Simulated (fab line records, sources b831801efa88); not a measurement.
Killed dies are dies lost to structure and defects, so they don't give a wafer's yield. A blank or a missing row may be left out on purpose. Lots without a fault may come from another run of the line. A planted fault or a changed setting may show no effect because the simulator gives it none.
fab line records | flow gf180mcu
record lots=14 wafers=42 last_day=34
route steps=602 shown DNWELL@41 LVPWELL@56 POLY_GATE@168 HV_LDD@187
lots that met no fault: from a run of the same line without faults
start_h: hours from the record's first day to the start of the lot's first wafer shown | wait_h: hours since the lot's step before | " the same as in the row above | L1.1+2: a row that stands for several wafers | - no value, or no start given | * or withheld: withheld | < > ~ a bound
route shown NAME@n: a module of which the file shows steps, and the number in the route of the first | usual: mean/standard deviation of fault-free wafers | same: alike in all rows | chamber/n: place in a boat | sites: the reading at each site | _std_site: their standard deviation | _edge_site: outer sites' mean less inner sites' | radius_mm: how far each site lies from the wafer's centre | mask NAME#n: copy n | behind: the tool/chamber that last shaped the wafer | hold: why the lot was held/for how many hours/how that ended | device: the transistor (n, p or np) that didn't switch | end of line: the same wafers' tests at the end of the route | a step without rows: its recipe alone | killed: dies lost to structure and defects at the first sort, not the wafer's yield | map: a wafer's dies, x killed, . not, _ none there
set.NAME: the setting as run; set.NAME@STEP: as run at that earlier step | model.NAME: the simulator's own value behind a step, which no gauge read
steps of the route over a sample of lots; a table a step, a row a wafer
services: from which hour (start_h, from the record's first day; less than 0 if before it) a tool's chamber was out of use, for how many hours, and why
## steps
# step GF_DNWELL_TW_MEAS_09
# usual DNWELL_TW=1364/16
# columns lot.wafer tool chamber start_h wait_h DNWELL_TW
L562.3 film_metro-04 - 42.15 0.1 1372
L562.4 " - " " 1373
L562.5 " - " " 1370
L564.1 film_metro-03 - 53.16 0.1 1378
L564.5 " - " " 1377
L564.6 " - " " 1376
L565.2 film_metro-03 - 59.27 0.1 1370
L565.3 " - " " 1375
L565.4 " - " " 1371
L566.1 film_metro-02 - 63.90 0.1 1336
L566.4 " - " " 1341
L566.5 " - " " 1340
L567.2 film_metro-04 - 69.92 0.1 1368
L567.3 " - " " 1370
L567.5 " - " " 1371
L568.1 film_metro-04 - 73.66 0.1 1367
L568.2 " - " " 1356
L568.3 " - " " 1359
L569.1 film_metro-03 - 84.05 0.1 1361
L569.2 " - " " 1359
L569.6 " - " " 1360
L573.3 film_metro-02 - 101.28 0.1 1327
L573.4 " - " " 1330
L573.6 " - " " 1333
L574.1 film_metro-03 - 105.91 0.1 1380
L574.4 " - " " 1374
L574.5 " - " " 1373
L578.1 film_metro-04 - 131.00 0.1 1375
L578.4 " - " " 1375
L578.5 " - " " 1377
L581.2 film_metro-04 - 140.97 0.1 1374
L581.5 " - " " 1376
L581.6 " - " " 1371
L582.1 film_metro-03 - 150.61 0.1 1383
L582.2 " - " " 1374
L582.5 " - " " 1379
L584.2 film_metro-03 - 166.07 0.1 1363
L584.3 " - " " 1368
L584.6 " - " " 1368
L585.1 film_metro-02 - 166.41 0.1 1343
L585.2 " - " " 1342
L585.5 " - " " 1340
# step GF_LVPWELL_COAT_02
# recipe spin_rpm=2000 resist_thk_nm=3000
# columns lot.wafer tool chamber start_h wait_h
L562.3+4+5 litho_track-01 0 62.21 0.1
L564.1+5+6 litho_track-01 0 73.16 0.1
L565.2+3+4 litho_track-02 0 79.74 0.1
L566.1+4+5 litho_track-04 0 84.75 0.1
L567.2+3+5 litho_track-04 0 89.48 0.1
L568.1+2+3 litho_track-01 0 94.81 0.1
L569.1+2+6 litho_track-02 0 104.06 0.1
L573.3+4+6 litho_track-01 0 118.56 0.1
L574.1+4+5 litho_track-01 0 124.26 0.1
L578.1+4+5 litho_track-02 0 153.91 0.1
L581.2+5+6 litho_track-04 0 164.03 0.1
L582.1+2+5 litho_track-04 0 174.80 0.1
L584.2+3+6 litho_track-02 0 191.19 0.1
L585.1+2+5 litho_track-04 0 191.55 0.1
# step GF_LVPWELL_STRIP_10
# recipe chemistry=O2/N2 power_w=1400 pressure_mtorr=1500 platen_temp_c=250 o2_flow_sccm=3000 n2_flow_sccm=300 overash_fraction=0.5
# usual drypump_motor_current_A=5.6/0.5 heater_power_w=338/30 oes_product_au=0.722/0.0043 strip_time_to_endpoint_s=36.96/0.1
# columns lot.wafer tool chamber start_h wait_h drypump_motor_current_A heater_power_w oes_product_au rf_hours_counter_h strip_time_to_endpoint_s
L562.3 plasma_asher-01 0 69.12 0.1 5.1 349 0.728 - 36.76
L562.4 " 1 " " 4.9 374 0.722 - 36.82
L562.5 " 1 " " 4.9 371 0.721 - 36.82
L564.1 plasma_asher-01 0 80.45 0.1 5.1 354 0.724 29 36.95
L564.5 " 0 " " 5.1 358 0.730 - 36.94
L564.6 " 1 " " 5.0 381 0.730 - 37.03
L565.2 plasma_asher-04 0 87.30 0.1 5.7 331 0.718 41 36.94
L565.3 " 1 " " 6.5 340 0.725 - 37.05
L565.4 " 0 " " 5.7 331 0.716 - 37.05
L566.1 plasma_asher-04 1 92.30 0.1 6.4 335 0.723 41 36.84
L566.4 " 0 " " 5.7 330 0.718 - 36.87
L566.5 " 1 " " 6.4 342 0.718 - 36.87
L567.2 plasma_asher-04 1 97.50 0.1 6.4 341 0.722 41 37.02
L567.3 " 1 " " 6.4 340 0.715 - 37.05
L567.5 " 1 " " 6.4 341 0.723 - 37.04
L568.1 plasma_asher-02 0 102.15 0.1 5.6 265 0.714 48 36.82
L568.2 " 1 " " 5.7 331 0.717 48 36.88
L568.3 " 1 " " 5.7 338 0.729 - 36.91
L569.1 plasma_asher-01 1 108.25 0.1 5.0 377 0.724 32 37.01
L569.2 " 0 " " 5.1 350 0.723 32 36.91
L569.6 " 0 " " 5.1 361 0.724 - 37.10
L573.3 plasma_asher-04 0 125.92 0.1 5.7 325 0.720 - 17.81
L573.4 " 1 " " 6.4 335 0.717 - 17.74
L573.6 " 0 " " 5.7 332 0.715 - 17.80
L574.1 plasma_asher-01 1 132.94 0.1 5.0 387 0.718 35 17.77
L574.4 " 1 " " 5.0 376 0.720 - 17.74
L574.5 " 0 " " 5.1 353 0.708 - 17.77
L578.1 plasma_asher-02 0 162.19 0.1 5.6 272 0.722 5 36.95
L578.4 " 0 " " 5.6 269 0.723 - 36.95
L578.5 " 0 " " 5.5 272 0.718 - 36.83
L581.2 plasma_asher-04 0 172.95 0.1 5.7 320 0.721 48 37.11
L581.5 " 0 " " 5.7 326 0.725 - 37.03
L581.6 " 1 " " 6.4 342 0.721 - 37.02
L582.1 plasma_asher-02 1 183.19 0.1 5.7 335 0.725 7 36.87
L582.2 " 0 " " 5.6 279 0.721 7 36.78
L582.5 " 0 " " 5.6 267 0.716 - 36.96
L584.2 plasma_asher-04 1 200.54 0.1 6.4 339 0.716 51 37.05
L584.3 " 1 " " 6.4 345 0.721 - 37.18
L584.6 " 1 " " 6.4 344 0.717 - 37.19
L585.1 plasma_asher-02 1 200.84 0.1 5.8 347 0.721 9 36.98
L585.2 " 0 " " 5.6 280 0.721 9 36.90
L585.5 " 1 " " 5.8 338 0.723 - 36.99
# step GF_POLY_GATE_OVL_MEAS_11
# usual POLY_GATE_OVL=1/3.9
# columns lot.wafer tool chamber start_h wait_h POLY_GATE_OVL[nm]
L562.3 overlay-02 - 194.38 0.1 -6
L562.4 " - " " -6
L562.5 " - " " -4
L564.1 overlay-01 - 207.37 0.1 4
L564.5 " - " " 4
L564.6 " - " " 7
L565.2 overlay-01 - 215.98 0.1 1
L565.3 " - " " 4
L565.4 " - " " 3
L566.1 overlay-02 - 221.62 0.1 8
L566.4 " - " " -2
L566.5 " - " " 4
L567.2 overlay-02 - 229.73 0.1 0
L567.3 " - " " -5
L567.5 " - " " 3
L568.1 overlay-02 - 234.17 0.1 1
L568.2 " - " " 5
L568.3 " - " " -3
L569.1 overlay-01 - 245.57 0.1 8
L569.2 " - " " 6
L569.6 " - " " 5
L573.3 overlay-02 - 271.48 0.1 -3
L573.4 " - " " 0
L573.6 " - " " 0
L574.1 overlay-02 - 282.83 0.1 3
L574.4 " - " " -5
L574.5 " - " " 3
L578.1 overlay-01 - 317.52 0.1 0
L578.4 " - " " 10
L578.5 " - " " 1
L581.2 overlay-02 - 327.03 0.1 -3
L581.5 " - " " -5
L581.6 " - " " 0
L582.1 overlay-01 - 346.27 0.1 -3
L582.2 " - " " -3
L582.5 " - " " -2
L584.2 overlay-02 - 364.02 0.1 8
L584.3 " - " " 4
L584.6 " - " " 1
L585.1 overlay-02 - 372.17 0.1 0
L585.2 " - " " -3
L585.5 " - " " 3
# step GF_HV_LDD_TW_MEAS_11
# usual HV_LDD_TW=2407/24
# columns lot.wafer tool chamber start_h wait_h HV_LDD_TW
L562.3 film_metro-01 - 215.03 0.1 2392
L562.4 " - " " 2399
L562.5 " - " " 2397
L564.1 film_metro-04 - 228.11 0.1 2453
L564.5 " - " " 2455
L564.6 " - " " 2453
L565.2 film_metro-02 - 235.88 0.1 2393
L565.3 " - " " 2382
L565.4 " - " " 2383
L566.1 film_metro-02 - 242.01 0.1 2377
L566.4 " - " " 2379
L566.5 " - " " 2383
L567.2 film_metro-01 - 251.02 0.1 2405
L567.3 " - " " 2411
L567.5 " - " " 2406
L568.1 film_metro-01 - 257.51 0.1 2405
L568.2 " - " " 2402
L568.3 " - " " 2400
L569.1 film_metro-01 - 267.01 0.1 2383
L569.2 " - " " 2404
L569.6 " - " " 2388
L573.3 film_metro-01 - 294.34 0.1 2405
L573.4 " - " " 2387
L573.6 " - " " 2390
L574.1 film_metro-04 - 305.91 0.1 2452
L574.4 " - " " 2453
L574.5 " - " " 2453
L578.1 film_metro-02 - 341.06 0.1 2405
L578.4 " - " " 2404
L578.5 " - " " 2410
L581.2 film_metro-01 - 350.32 0.1 2401
L581.5 " - " " 2400
L581.6 " - " " 2395
L582.1 film_metro-02 - 371.36 0.1 2384
L582.2 " - " " 2378
L582.5 " - " " 2385
L584.2 film_metro-04 - 389.52 0.1 2439
L584.3 " - " " 2435
L584.6 " - " " 2459
L585.1 film_metro-02 - 396.75 0.1 2393
L585.2 " - " " 2373
L585.5 " - " " 2391
## services
# columns tool chamber start_h hours kind
plasma_asher-01 - 71.57 1.4 repair
plasma_asher-02 - 108.75 9.0 pm
plasma_asher-02 0 108.75 9.0 vent_cycle
plasma_asher-02 1 108.75 9.0 vent_cycle
plasma_asher-04 - 115.48 7.0 repair
plasma_asher-02 0 117.75 - clean
plasma_asher-02 1 117.75 - clean
plasma_asher-01 - 125.46 1.8 repair
litho_track-01 - 132.26 - consumable_replace:filter
plasma_asher-01 - 176.88 2.8 pm
plasma_asher-04 - 196.94 2.8 repair
plasma_asher-01 - 199.27 4.0 pm
## key
first_sign step=GF_LVPWELL_STRIP_10 reading=strip_time_to_endpoint_s direction=down sigmas=99+ usual=* struck=*
effect none on later readings
met_at GF_LVPWELL_COAT_02
struck_lots L573,L574
tester_left_out L573,L574
not_acting_at GF_DNWELL_TW_MEAS_09,GF_POLY_GATE_OVL_MEAS_11,GF_HV_LDD_TW_MEAS_11
onset_between 94.81 118.56
fault kind=process_parameter_drift tool=litho_track-01 chamber=- onset_h=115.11 steps=GF_LVPWELL_COAT_02 channel=resist_thk_nm offset=* shape=step end_h=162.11 acts_in=* stated=*
# tester_left_out: of these lots the tester's yield and bins aren't shown, on N5 and GAA mostly nor the transistor test; their killed dies are dies lost to structure and defects alone, not to doping, threshold or leakage, so they don't give the yield
